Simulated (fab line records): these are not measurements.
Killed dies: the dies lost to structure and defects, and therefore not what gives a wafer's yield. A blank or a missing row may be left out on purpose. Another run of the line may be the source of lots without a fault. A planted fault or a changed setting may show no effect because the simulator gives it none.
Which tool did it? / flow sky130 / 13 lots with 39 wafers sampled at 4 steps, on a route of 708 steps

## WHAT EACH GAUGE READ, for each wafer
SKY_METAL5_RS_MEAS_05: uses a four-point probe to measure.
lot=L394; measured=day 44 13:58; on=filmMetro-04; METAL5_ALCU_RS (ohm/sq)=0.0262 0.0265 0.0264
lot=L396; measured=day 44 11:48; on=filmMetro-04; METAL5_ALCU_RS (ohm/sq)=0.0264 0.0264 0.0265
lot=L397; measured=day 44 15:12; on=filmMetro-02; METAL5_ALCU_RS (ohm/sq)=0.0269 0.0266 0.0269
lot=L398; measured=day 44 14:38; on=filmMetro-04; METAL5_ALCU_RS (ohm/sq)=0.0271 0.0268 0.0271
lot=L399; measured=day 44 14:56; on=filmMetro-04; METAL5_ALCU_RS (ohm/sq)=0.0269 0.0270 0.0269
lot=L401; measured=day 44 15:48; on=filmMetro-04; METAL5_ALCU_RS (ohm/sq)=0.0276 0.0274 0.0274
lot=L402; measured=day 45 10:44; on=filmMetro-02; METAL5_ALCU_RS (ohm/sq)=0.0272 0.0268 0.0268
lot=L404; measured=day 46 09:40; on=filmMetro-04; METAL5_ALCU_RS (ohm/sq)=0.0270 0.0271 0.0271
lot=L405; measured=day 46 09:22; on=filmMetro-02; METAL5_ALCU_RS (ohm/sq)=0.0265 0.0267 0.0263
lot=L407; measured=day 46 12:34; on=filmMetro-02; METAL5_ALCU_RS (ohm/sq)=0.0270 0.0269 0.0268
lot=L408; measured=day 47 08:54; on=filmMetro-04; METAL5_ALCU_RS (ohm/sq)=0.0268 0.0267 0.0269
lot=L410; measured=day 47 05:08; on=filmMetro-04; METAL5_ALCU_RS (ohm/sq)=0.0268 0.0271 0.0268
lot=L412; measured=day 47 09:12; on=filmMetro-01; METAL5_ALCU_RS (ohm/sq)=0.0272 0.0273 0.0268

## TOOL THAT RAN EACH LOT (tool first, then ch and the chambers of the sampled wafers, then the start)
lot=L394; SKY_SONOS_ONO_WET_ETCH_18=wetBench-02 ch 3, day 12 22:39; SKY_VIA4_CMP_21=cmp-02 ch 0,1,3, day 44 13:34; SKY_METAL5_SPUTTER_02=pvdSputter-02, day 44 13:52
lot=L396; SKY_SONOS_ONO_WET_ETCH_18=wetBench-04 ch 0, day 13 12:18; SKY_VIA4_CMP_21=cmp-02 ch 0,1,2, day 44 11:22; SKY_METAL5_SPUTTER_02=pvdSputter-02, day 44 11:40
lot=L397; SKY_SONOS_ONO_WET_ETCH_18=wetBench-02 ch 1, day 14 03:14; SKY_VIA4_CMP_21=cmp-02 ch 1,3, day 44 14:43; SKY_METAL5_SPUTTER_02=pvdSputter-01, day 44 15:04
lot=L398; SKY_SONOS_ONO_WET_ETCH_18=wetBench-04 ch 1, day 14 03:32; SKY_VIA4_CMP_21=cmp-02 ch 0,2, day 44 14:09; SKY_METAL5_SPUTTER_02=pvdSputter-02, day 44 14:30
lot=L399; SKY_SONOS_ONO_WET_ETCH_18=wetBench-04 ch 3, day 14 08:32; SKY_VIA4_CMP_21=cmp-01 ch 0,2,3, day 44 14:31; SKY_METAL5_SPUTTER_02=pvdSputter-04, day 44 14:49
lot=L401; SKY_SONOS_ONO_WET_ETCH_18=wetBench-02 ch 0, day 14 20:35; SKY_VIA4_CMP_21=cmp-02 ch 0,1, day 44 15:20; SKY_METAL5_SPUTTER_02=pvdSputter-01, day 44 15:41
lot=L402; SKY_SONOS_ONO_WET_ETCH_18=wetBench-03 ch 3, day 15 09:47; SKY_VIA4_CMP_21=cmp-02 ch 1,3, day 45 10:07; SKY_METAL5_SPUTTER_02=pvdSputter-01, day 45 10:30
lot=L404; SKY_SONOS_ONO_WET_ETCH_18=wetBench-02 ch 1, day 16 12:53; SKY_VIA4_CMP_21=cmp-01 ch 0,1,3, day 46 09:12; SKY_METAL5_SPUTTER_02=pvdSputter-01, day 46 09:33
lot=L405; SKY_SONOS_ONO_WET_ETCH_18=wetBench-02 ch 3, day 16 13:11; SKY_VIA4_CMP_21=cmp-02 ch 0,1,3, day 46 09:03; SKY_METAL5_SPUTTER_02=pvdSputter-04, day 46 09:15
lot=L407; SKY_SONOS_ONO_WET_ETCH_18=wetBench-03 ch 2, day 17 06:42; SKY_VIA4_CMP_21=cmp-01 ch 0,2,3, day 46 12:04; SKY_METAL5_SPUTTER_02=pvdSputter-02, day 46 12:25
lot=L408; SKY_SONOS_ONO_WET_ETCH_18=wetBench-04 ch 1, day 17 22:14; SKY_VIA4_CMP_21=cmp-02 ch 0,3, day 47 08:26; SKY_METAL5_SPUTTER_02=pvdSputter-02, day 47 08:47
lot=L410; SKY_SONOS_ONO_WET_ETCH_18=wetBench-02 ch 2, day 17 23:35; SKY_VIA4_CMP_21=cmp-02 ch 0,2,3, day 47 04:43; SKY_METAL5_SPUTTER_02=pvdSputter-04, day 47 05:01
lot=L412; SKY_SONOS_ONO_WET_ETCH_18=wetBench-04 ch 0, day 18 13:24; SKY_VIA4_CMP_21=cmp-02 ch 0,1,3, day 47 08:44; SKY_METAL5_SPUTTER_02=pvdSputter-04, day 47 09:05
- SKY_SONOS_ONO_WET_ETCH_18: etches Si3N4 in H3PO4, target depth 15 nm, time 172 s.
- SKY_VIA4_CMP_21: polishes, stops on SiO2, t overpolish 25 s, target thk 0 nm.
- SKY_METAL5_SPUTTER_02: material AlCu, target thk 1150 nm, time 61.2 s.

## AS READ BY THE TOOLS THEMSELVES (means over the sampled wafers that have a number; for cases with no such wafer, the mark the record gives instead)
SKY_VIA4_CMP_21.
lot=L394; tool=cmp-02; edgeZonePressureFrac=0.999; motorCurrentA (A)=12.6; overpolishRunS (s)=24.998; slurryFlowMlMin=149.7; timeToEndpointS (s)=125
lot=L396; tool=cmp-02; edgeZonePressureFrac=1.003; motorCurrentA (A)=12.6; overpolishRunS (s)=24.995; slurryFlowMlMin=149.7; timeToEndpointS (s)=128
lot=L397; tool=cmp-02; edgeZonePressureFrac=1.002; motorCurrentA (A)=12.0; overpolishRunS (s)=25.003; slurryFlowMlMin=150.0; timeToEndpointS (s)=119
lot=L398; tool=cmp-02; edgeZonePressureFrac=1.001; motorCurrentA (A)=12.4; overpolishRunS (s)=25.001; slurryFlowMlMin=149.9; timeToEndpointS (s)=125
lot=L399; tool=cmp-01; edgeZonePressureFrac=1.001; motorCurrentA (A)=11.5; overpolishRunS (s)=24.995; slurryFlowMlMin=150.2; timeToEndpointS (s)=126
lot=L401; tool=cmp-02; edgeZonePressureFrac=0.994; motorCurrentA (A)=13.0; overpolishRunS (s)=25.015; slurryFlowMlMin=150.5; timeToEndpointS (s)=124
lot=L402; tool=cmp-02; edgeZonePressureFrac=1.004; motorCurrentA (A)=12.0; overpolishRunS (s)=24.992; slurryFlowMlMin=149.9; timeToEndpointS (s)=123
lot=L404; tool=cmp-01; edgeZonePressureFrac=0.998; motorCurrentA (A)=10.8; overpolishRunS (s)=24.985; slurryFlowMlMin=150.0; timeToEndpointS (s)=117
lot=L405; tool=cmp-02; edgeZonePressureFrac=1.000; motorCurrentA (A)=12.7; overpolishRunS (s)=25.001; slurryFlowMlMin=149.8; timeToEndpointS (s)=122
lot=L407; tool=cmp-01; edgeZonePressureFrac=1.005; motorCurrentA (A)=11.6; overpolishRunS (s)=24.996; slurryFlowMlMin=150.3; timeToEndpointS (s)=123
lot=L408; tool=cmp-02; edgeZonePressureFrac=1.002; motorCurrentA (A)=12.7; overpolishRunS (s)=25.000; slurryFlowMlMin=149.9; timeToEndpointS (s)=119
lot=L410; tool=cmp-02; edgeZonePressureFrac=0.997; motorCurrentA (A)=12.0; overpolishRunS (s)=25.004; slurryFlowMlMin=149.9; timeToEndpointS (s)=121
lot=L412; tool=cmp-02; edgeZonePressureFrac=0.998; motorCurrentA (A)=13.0; overpolishRunS (s)=25.000; slurryFlowMlMin=150.3; timeToEndpointS (s)=118

SKY_METAL5_SPUTTER_02.
lot=L394; tool=pvdSputter-02; chamberPressurePa (Pa)=0.3991; throttleValvePct (%)=30.2
lot=L396; tool=pvdSputter-02; chamberPressurePa (Pa)=0.4000; throttleValvePct (%)=30.8
lot=L397; tool=pvdSputter-01; chamberPressurePa (Pa)=0.4001; throttleValvePct (%)=29.1
lot=L398; tool=pvdSputter-02; chamberPressurePa (Pa)=0.3993; throttleValvePct (%)=30.3
lot=L399; tool=pvdSputter-04; chamberPressurePa (Pa)=0.3996; throttleValvePct (%)=30.3
lot=L401; tool=pvdSputter-01; chamberPressurePa (Pa)=0.3991; throttleValvePct (%)=29.5
lot=L402; tool=pvdSputter-01; chamberPressurePa (Pa)=0.3990; throttleValvePct (%)=28.8
lot=L404; tool=pvdSputter-01; chamberPressurePa (Pa)=0.4002; throttleValvePct (%)=29.9
lot=L405; tool=pvdSputter-04; chamberPressurePa (Pa)=0.3999; throttleValvePct (%)=29.9
lot=L407; tool=pvdSputter-02; chamberPressurePa (Pa)=0.4009; throttleValvePct (%)=30.8
lot=L408; tool=pvdSputter-02; chamberPressurePa (Pa)=0.3994; throttleValvePct (%)=31.3
lot=L410; tool=pvdSputter-04; chamberPressurePa (Pa)=0.3988; throttleValvePct (%)=29.3
lot=L412; tool=pvdSputter-04; chamberPressurePa (Pa)=0.4007; throttleValvePct (%)=30.3

## THE ANSWER, worked out from the rows above alone
Rule: the lots themselves supply what counts as usual. Put in order of their means at a reading, lots are off if they are a third of the lots or fewer, leave a main group of 4 or more, and stand apart from it by a gap of 3 or more times the standard deviation of the main group's means; of several such gaps the widest counts. Not used: any main group whose means are identical at the precision the tables above print for the reading. Also off: a lot with no number at a reading for which 4 or more lots have one. All remaining lots with rows at the step are treated as sound. Order of review: gauges by route order, followed by the tools' own readings, for which a lot's mean as printed above is used. At the first step where some lot is off, the reading lying furthest off is the one used; lots without a number count as furthest.
No lot is off at any reading shown: from this, nothing can be told.

## WHAT HAD BEEN PUT IN BY THE SIMULATOR
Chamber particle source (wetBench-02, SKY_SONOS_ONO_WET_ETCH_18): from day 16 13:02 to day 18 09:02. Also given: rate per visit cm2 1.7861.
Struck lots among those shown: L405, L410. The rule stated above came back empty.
